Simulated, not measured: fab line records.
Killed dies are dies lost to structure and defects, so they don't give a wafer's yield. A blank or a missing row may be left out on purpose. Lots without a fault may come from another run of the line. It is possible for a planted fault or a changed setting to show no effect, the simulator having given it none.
Which tool did it? ; flow sky130 ; 12 lots, 36 wafers sampled, at 2 steps of a route of 708

## WHAT THE GAUGES SHOWED, per wafer
SKY_LI_CONTACT_THK_MEAS_23: measures by xrf.
lot;measured;on;LI_CONTACT_W_THK (nm)
L075;day 29 08:54;film metro-03;397 399 402
L077;day 30 03:37;film metro-02;412 403 409
L079;day 30 14:50;film metro-03;414 409 417
L081;day 31 15:18;film metro-01;406 404 407
L083;day 32 04:59;film metro-01;413 411 411
L085;day 32 21:59;film metro-01;413 411 406
L087;day 33 20:56;film metro-03;420 411 421
L088;day 34 03:00;film metro-01;405 404 408
L092;day 34 22:59;film metro-03;415 418 419
L093;day 35 06:16;film metro-01;406 407 405
L095;day 35 23:31;film metro-01;415 418 411
L097;day 36 10:20;film metro-01;414 420 417

## EACH LOT AND THE TOOL THAT RAN IT (in order: tool; ch and the chambers of the sampled wafers; start)
lot;SKY_POLY_CUT_STRIP_12
L075;plasma asher-04 ch 1, day 24 12:43
L077;plasma asher-01 ch 0,1, day 25 07:13
L079;plasma asher-02 ch 0,1, day 25 19:49
L081;plasma asher-01 ch 0,1, day 26 20:04
L083;plasma asher-04 ch 0,1, day 27 11:23
L085;plasma asher-02 ch 0, day 28 04:40
L087;plasma asher-04 ch 0,1, day 29 03:52
L088;plasma asher-04 ch 0,1, day 29 12:06
L092;plasma asher-04 ch 0, day 30 06:58
L093;plasma asher-01 ch 0,1, day 30 15:59
L095;plasma asher-01 ch 0,1, day 31 09:43
L097;plasma asher-01 ch 0,1, day 31 20:52
- SKY_POLY_CUT_STRIP_12: strips in O2/N2.

## THE ANSWER, worked out from the rows above alone
Rule: the usual values come from the lots themselves. Put in order of their means at a reading, lots are off if they are a third of the lots or fewer, leave a main group of 4 or more, and stand apart from it by a gap of 3 or more times the standard deviation of the main group's means; of several such gaps the widest counts. A main group whose means are all the same, to the digits that the tables above print for the reading, isn't used. A lot without any number at a reading at which 4 lots or more have one is off too. Any other lot the step has rows for is counted as sound.
No lot is off at any reading shown: from this, nothing can be told.

## WHAT THE SIMULATOR HAD PUT IN
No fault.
